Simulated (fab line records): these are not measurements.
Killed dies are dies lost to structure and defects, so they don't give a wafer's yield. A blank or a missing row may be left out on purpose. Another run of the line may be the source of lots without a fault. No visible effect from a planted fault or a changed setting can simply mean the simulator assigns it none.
Code-filled problem report in 8D (eight disciplines) form    flow sky130    the parts of the form that need people (team, actions taken, sign-off) are left out

## 1. THE PROBLEM
Mean SONOS_ONO_OXIDATION_THK at SKY_SONOS_ONO_THK_MEAS_01: 3.09 nm over 6 wafers in 2 lots; fault-free wafers: 2.61 nm, standard deviation 0.052. That is +9.3 standard deviations from the usual mean.
The first sign was on wafer L456.2 at day 18 09:51, on film-metro-03. The record holds 33 wafers of 11 lots with a number at this step. The rule behind "out" and "out of limits": a value lying over 4 standard deviations away from the usual mean. Any other wafer with a number is counted as sound.

## 2. WHAT IT IS, WHAT IT ISN'T
question                     is                       is not
which readings at this step  SONOS_ONO_OXIDATION_THK  -
which lots                   L456, L457               L436, L439, L440, L441, L442, L443, L445, L446, L458
which wafers of those lots   all that have a number   -
read on which gauges         film-metro-03            film-metro-01, film-metro-02
when                         from day 18 09:51        up to then (24 sound wafers); but 3 sound wafers of L458 came after

## 3. THE SUSPECTS, EACH WITH WHAT RULES IT OUT
Counting: any tool at a process step up to the reading is kept as a suspect provided that every lot that is out went through it and no sound lot did after the first of them.
- the gauge at SKY_SONOS_ONO_THK_MEAS_01: ruled out. All the wafers that are out were read on film-metro-03, but those of them that SKY_SONOS_ONO_OXIDATION_00 has rows for are out there too, on other tools.
- plasma-asher-01 at SKY_VT_ADJUST_PCH_STRIP_09 (strips in O2/N2): ruled out as a lasting fault. After its first lot that is out, L456 (day 17 02:20), sound lots L458 ran on it.
- furnace-01 at SKY_SONOS_ONO_OXIDATION_00 (stabilise 600 s, purge 300 s, target thk 2.6 nm): kept. Every lot that is out went through it, starting with L456 (day 18 08:29), and after that it ran no sound lot; the last sound lot it ran before then is L445 (day 14 22:13). Its own readings are out on those wafers: spike-tc-bottom-C, spike-tc-centre-C, spike-tc-lower-C, spike-tc-top-C, spike-tc-upper-C, tube-center-temp-C, tube_center_temp_C_max.
Left after counting: furnace-01 at SKY_SONOS_ONO_OXIDATION_00.

## 4. THE CAUSE (what the simulator had put in)
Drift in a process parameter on furnace-01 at SKY_SONOS_ONO_OXIDATION_00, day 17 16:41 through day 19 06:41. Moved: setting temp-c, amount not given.
Counting left only this tool.

## 5. THE EFFECT CHAIN, in route order
Each row: a reading whose mean over the struck wafers that have a number lies more than 3 standard deviations from the usual. Only readings for which the record gives a usual standard deviation are gone through. hours: the time from each lot's start at the first step in this table that gives one to its start at this step, as a median over the lots. sigmas: the change in usual standard deviations.
hours  step                        reading                  usual     on struck wafers  change  sigmas
0      SKY_SONOS_ONO_OXIDATION_00  spike-tc-bottom-C        820.1 C   834.6             +14.5   +5.2
0      SKY_SONOS_ONO_OXIDATION_00  spike-tc-centre-C        800.2 C   812.4             +12.2   +12
0      SKY_SONOS_ONO_OXIDATION_00  spike-tc-lower-C         800.5 C   813.5             +13.0   +10
0      SKY_SONOS_ONO_OXIDATION_00  spike-tc-top-C           813.9 C   826.9             +13.0   +8.1
0      SKY_SONOS_ONO_OXIDATION_00  spike-tc-upper-C         799.9 C   810.9             +11.0   +9.1
0      SKY_SONOS_ONO_OXIDATION_00  tube-center-temp-C       800.01 C  812.03            +12.02  +99 or more
0      SKY_SONOS_ONO_OXIDATION_00  tube_center_temp_C_max   802.1     814.2             +12.1   +35
0      SKY_SONOS_ONO_OXIDATION_00  zone-power-centre-pct    13.46 %   14.09             +0.63   +3.0
1      SKY_SONOS_ONO_THK_MEAS_01   SONOS_ONO_OXIDATION_THK  2.61 nm   3.09              +0.48   +9.3
The process steps in it:
- SKY_SONOS_ONO_OXIDATION_00: stabilise 600 s, purge 300 s, target thk 2.6 nm.

## 6. HOW IT WOULD HAVE BEEN CAUGHT EARLIER
The first out-of-limits reading at a measuring or inspecting step in this record came at day 18 09:51, 17 hours after the fault's start at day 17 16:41.
At SKY_SONOS_ONO_OXIDATION_00, the tool's own readings (spike-tc-bottom-C, spike-tc-centre-C, spike-tc-lower-C, spike-tc-top-C, spike-tc-upper-C, tube-center-temp-C, tube_center_temp_C_max) were out on each struck wafer the step has a row for, so an alarm limit on them would have fired on the first such wafer.
Among the 2 lots that are out, L457 began SKY_SONOS_ONO_OXIDATION_00 on furnace-01 after day 18 09:51. A hold on the tool at that time would have spared it.
